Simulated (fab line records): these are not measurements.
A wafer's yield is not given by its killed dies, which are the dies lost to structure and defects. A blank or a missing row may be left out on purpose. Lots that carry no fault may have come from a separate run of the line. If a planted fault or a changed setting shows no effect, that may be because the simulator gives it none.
Which of the tools did it? / flow gf180mcu / 13 lots, 39 wafers sampled, at 6 steps of a route of 602

## WHAT THE GAUGES READ, wafer by wafer
GF_DNWELL_TW_MEAS_09.
lot=L597; measured=day 2 19:00; on=film_metro-04; DNWELL_TW=1339 1344 1335
lot=L598; measured=day 3 00:45; on=film_metro-04; DNWELL_TW=1334 1336 1328
lot=L600; measured=day 3 12:17; on=film_metro-02; DNWELL_TW=1332 1330 1331
lot=L601; measured=day 3 17:50; on=film_metro-02; DNWELL_TW=1340 1338 1346
lot=L602; measured=day 3 22:44; on=film_metro-04; DNWELL_TW=1327 1322 1329
lot=L603; measured=day 4 01:48; on=film_metro-01; DNWELL_TW=1360 1364 1352
lot=L604; measured=day 4 07:53; on=film_metro-04; DNWELL_TW=1356 1339 1349
lot=L606; measured=day 4 16:59; on=film_metro-02; DNWELL_TW=1336 1334 1332
lot=L610; measured=day 5 16:06; on=film_metro-01; DNWELL_TW=1351 1352 1353
lot=L615; measured=day 6 17:50; on=film_metro-04; DNWELL_TW=1335 1336 1334
lot=L616; measured=day 7 00:10; on=film_metro-04; DNWELL_TW=1342 1347 1348
lot=L618; measured=day 7 11:26; on=film_metro-02; DNWELL_TW=1333 1337 1331
lot=L620; measured=day 7 21:16; on=film_metro-01; DNWELL_TW=1348 1363 1361

GF_HV_LDD_TW_MEAS_38.
lot=L597; measured=day 11 15:48; on=film_metro-03; HV_LDD_3_TW=1424 1424 1425
lot=L598; measured=day 11 23:42; on=film_metro-02; HV_LDD_3_TW=1419 1412 1412
lot=L600; measured=day 12 16:10; on=film_metro-01; HV_LDD_3_TW=1448 1442 1445
lot=L601; measured=day 13 04:39; on=film_metro-01; HV_LDD_3_TW=1416 1427 1412
lot=L602; measured=day 13 15:33; on=film_metro-02; HV_LDD_3_TW=1411 1408 1402
lot=L603; measured=day 13 15:51; on=film_metro-03; HV_LDD_3_TW=1433 1426 1421
lot=L604; measured=day 14 19:14; on=film_metro-02; HV_LDD_3_TW=1416 1419 1411
lot=L606; measured=day 14 18:17; on=film_metro-01; HV_LDD_3_TW=1413 1421 1428
lot=L610; measured=day 16 00:21; on=film_metro-01; HV_LDD_3_TW=1419 1414 1418
lot=L615; measured=day 17 06:44; on=film_metro-03; HV_LDD_3_TW=1362 1355 1370
lot=L616; measured=day 17 14:19; on=film_metro-01; HV_LDD_3_TW=1349 1346 1350
lot=L618; measured=day 18 02:23; on=film_metro-03; HV_LDD_3_TW=1417 1415 1418
lot=L620; measured=day 18 19:01; on=film_metro-02; HV_LDD_3_TW=1414 1413 1424

GF_HV_LDD_RS_MEAS_53: the measuring method here is four-point-probe.
lot=L597; measured=day 12 08:44; on=film_metro-03; HV_LDD_RS (ohm/sq)=418.5 419.3 418.9
lot=L598; measured=day 12 16:46; on=film_metro-02; HV_LDD_RS (ohm/sq)=419.5 418.9 418.7
lot=L600; measured=day 13 12:05; on=film_metro-01; HV_LDD_RS (ohm/sq)=418.6 417.5 417.0
lot=L601; measured=day 14 01:19; on=film_metro-02; HV_LDD_RS (ohm/sq)=419.7 419.7 418.7
lot=L602; measured=day 14 11:46; on=film_metro-03; HV_LDD_RS (ohm/sq)=419.8 419.1 420.9
lot=L603; measured=day 14 12:38; on=film_metro-01; HV_LDD_RS (ohm/sq)=419.6 419.9 419.6
lot=L604; measured=day 15 16:47; on=film_metro-03; HV_LDD_RS (ohm/sq)=417.3 417.7 417.1
lot=L606; measured=day 15 16:02; on=film_metro-03; HV_LDD_RS (ohm/sq)=418.1 417.0 418.6
lot=L610; measured=day 16 22:48; on=film_metro-01; HV_LDD_RS (ohm/sq)=417.3 416.4 416.9
lot=L615; measured=day 18 06:11; on=film_metro-01; HV_LDD_RS (ohm/sq)=430.4 428.7 428.5
lot=L616; measured=day 18 14:10; on=film_metro-03; HV_LDD_RS (ohm/sq)=428.1 428.1 428.7
lot=L618; measured=day 19 02:35; on=film_metro-01; HV_LDD_RS (ohm/sq)=420.0 419.0 418.5
lot=L620; measured=day 19 19:17; on=film_metro-02; HV_LDD_RS (ohm/sq)=418.8 419.2 419.4

GF_V1_CD_MEAS_14 targets a cd of 260 nm.
lot=L597; measured=day 18 01:59; on=cd_sem-01; cd_nm (nm)=258.4 260.0 260.7
lot=L598; measured=day 18 11:26; on=cd_sem-02; cd_nm (nm)=261.2 258.6 260.2
lot=L600; measured=day 19 06:17; on=cd_sem-01; cd_nm (nm)=260.0 259.0 260.3
lot=L601; measured=day 19 23:05; on=cd_sem-02; cd_nm (nm)=259.9 260.6 260.5
lot=L602; measured=day 20 13:53; on=cd_sem-01; cd_nm (nm)=260.5 260.7 261.2
lot=L603; measured=day 20 14:35; on=cd_sem-01; cd_nm (nm)=261.5 261.6 261.6
lot=L604; measured=day 21 21:28; on=cd_sem-02; cd_nm (nm)=261.4 260.3 260.6
lot=L606; measured=day 21 21:07; on=cd_sem-02; cd_nm (nm)=262.5 261.9 261.8
lot=L610; measured=day 23 05:46; on=cd_sem-02; cd_nm (nm)=260.4 259.6 259.6
lot=L615; measured=day 24 10:25; on=cd_sem-01; cd_nm (nm)=259.5 259.2 258.5
lot=L616; measured=day 24 17:04; on=cd_sem-01; cd_nm (nm)=259.3 259.0 259.2
lot=L618; measured=day 25 03:46; on=cd_sem-01; cd_nm (nm)=257.8 258.3 258.0
lot=L620; measured=day 25 19:47; on=cd_sem-01; cd_nm (nm)=259.2 258.3 261.0

## WHICH TOOL RAN EACH LOT (tool, then ch and the chambers of the sampled wafers, then the start)
lot=L597; GF_HV_LDD_IMPLANT_36=implanter-04 ch 0, day 11 15:33; GF_CONTACT_SPUTTER_23=pvd_sputter-01, day 16 01:07
lot=L598; GF_HV_LDD_IMPLANT_36=implanter-02 ch 0, day 11 23:27; GF_CONTACT_SPUTTER_23=pvd_sputter-01, day 16 11:13
lot=L600; GF_HV_LDD_IMPLANT_36=implanter-04 ch 0, day 12 15:58; GF_CONTACT_SPUTTER_23=pvd_sputter-01, day 17 04:56
lot=L601; GF_HV_LDD_IMPLANT_36=implanter-04 ch 0, day 13 04:24; GF_CONTACT_SPUTTER_23=pvd_sputter-04, day 17 21:01
lot=L602; GF_HV_LDD_IMPLANT_36=implanter-02 ch 0, day 13 15:18; GF_CONTACT_SPUTTER_23=pvd_sputter-04, day 18 10:41
lot=L603; GF_HV_LDD_IMPLANT_36=implanter-04 ch 0, day 13 15:36; GF_CONTACT_SPUTTER_23=pvd_sputter-03, day 18 11:43
lot=L604; GF_HV_LDD_IMPLANT_36=implanter-03 ch 0, day 14 18:59; GF_CONTACT_SPUTTER_23=pvd_sputter-04, day 19 19:43
lot=L606; GF_HV_LDD_IMPLANT_36=implanter-04 ch 0, day 14 18:02; GF_CONTACT_SPUTTER_23=pvd_sputter-01, day 19 19:28
lot=L610; GF_HV_LDD_IMPLANT_36=implanter-02 ch 0, day 16 00:07; GF_CONTACT_SPUTTER_23=pvd_sputter-01, day 21 04:55
lot=L615; GF_HV_LDD_IMPLANT_36=implanter-02 ch 0, day 17 06:32; GF_CONTACT_SPUTTER_23=pvd_sputter-03, day 22 10:34
lot=L616; GF_HV_LDD_IMPLANT_36=implanter-02 ch 0, day 17 14:05; GF_CONTACT_SPUTTER_23=pvd_sputter-01, day 22 18:52
lot=L618; GF_HV_LDD_IMPLANT_36=implanter-03 ch 0, day 18 02:11; GF_CONTACT_SPUTTER_23=pvd_sputter-01, day 23 06:10
lot=L620; GF_HV_LDD_IMPLANT_36=implanter-03 ch 0, day 18 18:47; GF_CONTACT_SPUTTER_23=pvd_sputter-01, day 23 22:49
- GF_HV_LDD_IMPLANT_36
- GF_CONTACT_SPUTTER_23: material TiN, target thk 10 nm, time 40 s.

## WHAT THE TOOLS THEMSELVES READ (means of the sampled wafers that have a number; where no wafer has one, the mark that the record gives instead)
GF_HV_LDD_IMPLANT_36.
lot=L597 tool=implanter-04 dose_ions_cm2=7.5e+12 faraday_current_uA=42.9
lot=L598 tool=implanter-02 dose_ions_cm2=7.5e+12 faraday_current_uA=43.1
lot=L600 tool=implanter-04 dose_ions_cm2=7.5e+12 faraday_current_uA=41.6
lot=L601 tool=implanter-04 dose_ions_cm2=7.5e+12 faraday_current_uA=42.9
lot=L602 tool=implanter-02 dose_ions_cm2=7.5e+12 faraday_current_uA=43.0
lot=L603 tool=implanter-04 dose_ions_cm2=7.5e+12 faraday_current_uA=41.3
lot=L604 tool=implanter-03 dose_ions_cm2=7.5e+12 faraday_current_uA=42.5
lot=L606 tool=implanter-04 dose_ions_cm2=7.5e+12 faraday_current_uA=42.4
lot=L610 tool=implanter-02 dose_ions_cm2=7.5e+12 faraday_current_uA=42.2
lot=L615 tool=implanter-02 dose_ions_cm2=3.6e+12 faraday_current_uA=19.9
lot=L616 tool=implanter-02 dose_ions_cm2=3.6e+12 faraday_current_uA=20.3
lot=L618 tool=implanter-03 dose_ions_cm2=7.5e+12 faraday_current_uA=42.2
lot=L620 tool=implanter-03 dose_ions_cm2=7.5e+12 faraday_current_uA=42.7

GF_CONTACT_SPUTTER_23.
lot=L597; tool=pvd_sputter-01; throttle_valve_pct (%)=30.0
lot=L598; tool=pvd_sputter-01; throttle_valve_pct (%)=30.5
lot=L600; tool=pvd_sputter-01; throttle_valve_pct (%)=30.5
lot=L601; tool=pvd_sputter-04; throttle_valve_pct (%)=29.1
lot=L602; tool=pvd_sputter-04; throttle_valve_pct (%)=29.4
lot=L603; tool=pvd_sputter-03; throttle_valve_pct (%)=30.1
lot=L604; tool=pvd_sputter-04; throttle_valve_pct (%)=29.5
lot=L606; tool=pvd_sputter-01; throttle_valve_pct (%)=30.8
lot=L610; tool=pvd_sputter-01; throttle_valve_pct (%)=31.5
lot=L615; tool=pvd_sputter-03; throttle_valve_pct (%)=30.7
lot=L616; tool=pvd_sputter-01; throttle_valve_pct (%)=31.0
lot=L618; tool=pvd_sputter-01; throttle_valve_pct (%)=30.5
lot=L620; tool=pvd_sputter-01; throttle_valve_pct (%)=30.5

## THE ANSWER, worked out from the rows above alone
Rule: the usual values come from the lots themselves. Put in order of their means at a reading, lots are off if they are a third of the lots or fewer, leave a main group of 4 or more, and stand apart from it by a gap of 3 or more times the standard deviation of the main group's means; of several such gaps the widest counts. If all means in a main group match to the digits the tables above print for the reading, that group is not used. A lot without any number at a reading at which 4 lots or more have one is off too. Where the step has rows for the other lots, those lots are counted as sound. Order of review: gauges by route order, followed by the tools' own readings, for which a lot's mean as printed above is used. At the first step where some lot is off, the reading lying furthest off is the one used; lots without a number count as furthest.
Off: at GF_HV_LDD_TW_MEAS_38 (HV_LDD_3_TW), L615, L616. The main group: mean 1420, standard deviation 9.3.
A tool fits if, at a process step before that reading, it ran every lot that is off, and no sound lot after the first of them. The gauges at GF_HV_LDD_TW_MEAS_38 aren't tried: what is off there is off at GF_HV_LDD_IMPLANT_36 too, on other tools, and a gauge's error can't cause that. One candidate fits, namely implanter-02 at GF_HV_LDD_IMPLANT_36. A fault onset in the window from L610 (day 16 00:07, its last sound lot) to L615 (day 17 06:32, its first lot off) fits.
The tool's own readings at GF_HV_LDD_IMPLANT_36 bear it out: on the lots that are off they differ by more than 5 times the standard deviation of the sound lots' means. dose_ions_cm2 reads 3.6e+12 there against 7.5e+12 on the sound lots; faraday_current_uA reads 20.1 there against 42.4 on the sound lots.

## WHAT HAD BEEN PUT IN BY THE SIMULATOR
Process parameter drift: implanter-02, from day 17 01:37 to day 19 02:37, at GF_HV_LDD_IMPLANT_36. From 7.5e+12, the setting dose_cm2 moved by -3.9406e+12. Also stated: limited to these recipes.
Lots struck among those shown: L615, L616. This agrees with what the rule above found.
